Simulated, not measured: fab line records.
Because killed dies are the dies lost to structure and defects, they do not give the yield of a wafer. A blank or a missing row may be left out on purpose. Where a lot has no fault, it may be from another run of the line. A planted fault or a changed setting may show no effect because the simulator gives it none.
A lot that was struck, set against a sound lot -- flow gf180mcu -- 15 out of 602 route steps
Sound: wafers L365.2, L365.4, L365.5. Struck: wafer L371.5 (L371.4, L371.6, from the same lot, were not struck and are left out); the cause is given at the end.
Order at every step that has rows: each side's tool, ch and its chambers, its first start. Under that, the readings that differ: sound wafers -- struck wafers -- difference of the means -- sigmas: that difference in standard deviations of wafers without a fault.
alike: readings whose means differ by less than 2 such deviations, and words and numbers that are the same on both sides. not compared: withheld readings, readings that some wafer has no value for, bounds like >300 that may hide the same value, and numbers for which the record gives no deviation and whose values overlap.
Wherever a step has rows on one side only, a row that says differs or no value, or a row with sigmas, the two part there. When numbers do not overlap yet have no deviation, they are printed without sigmas and do not part them. A reading missing from all wafers of one side parts the sides only when that side holds two or more wafers.

first, 1 step without rows for these wafers: GF_STI_OXIDATION_01 (stabilise 600 s, purge 300 s, target thk 10 nm).
GF_STI_THK_MEAS_02:
  struck on film-metro-03, day 4 15:49; sound on film-metro-03, day 3 09:01
  alike: STI_OXIDATION_THK
then, 1 step without rows for these wafers: GF_STI_CVD_03 (deposits Si3N4 from DCS/NH3, target thk 207.16 nm, time 3551 s).
GF_STI_THK_MEAS_04:
  struck on film-metro-03, day 4 17:52; sound on film-metro-02, day 3 11:04
  alike: STI_CVD_03_THK
then, 7 steps without rows for these wafers: GF_STI_DEHYDRATE_05 (time 60 s); GF_STI_HMDS_06 (prime time 60 s); GF_STI_COAT_07 (resist thk 700 nm); GF_STI_SOFTBAKE_08 (time 60 s); GF_STI_EXPOSE_09 (exposes mask COMP, target cd 220 nm); GF_STI_PEB_10 (peb time 90 s); GF_STI_DEVELOP_11 (develop time 60 s).
GF_STI_CD_MEAS_12: target cd 220 nm.
  struck on cd-sem-01, day 5 07:53; sound on cd-sem-01, day 4 00:19
reading,sound,struck,difference,sigmas
cd-nm (nm),220.3 220.7 221.4,218.3,-2.5,-2
GF_STI_ETCH_13: etches the open film in CHF3/O2, stops on Si, target depth 282.31 nm, time 112.9 s.
  sound on rie-diel-01 ch 1,3, day 4 00:25; struck on rie-diel-01 ch 2, day 5 07:56
reading,sound,struck,difference,sigmas
over-etch-frac,0.3 0.3 0.3,0.28035,-0.01965,
  alike: drypump-motor-current-A, oes-product-au, throttle-valve-pct
  not compared: rf-hours-counter-h
GF_STI_ETCH_14: etches Si in HBr/Cl2/O2, target depth 360 nm, time 102.9 s.
  sound on rie-si-01 ch 0,2, day 4 00:29; struck on rie-si-02 ch 1, day 5 08:01
  alike: drypump-motor-current-A, oes-product-au, throttle-valve-pct
  not compared: rf-hours-counter-h
then, 1 step without rows for these wafers: GF_PASSIVATION_PROBE_99.

## WHERE THEY PART
Within this record, at GF_STI_CD_MEAS_12 only. Later steps at which nothing parts them and some readings are alike: GF_STI_ETCH_13, GF_STI_ETCH_14.

WHY: what had been put in by the simulator
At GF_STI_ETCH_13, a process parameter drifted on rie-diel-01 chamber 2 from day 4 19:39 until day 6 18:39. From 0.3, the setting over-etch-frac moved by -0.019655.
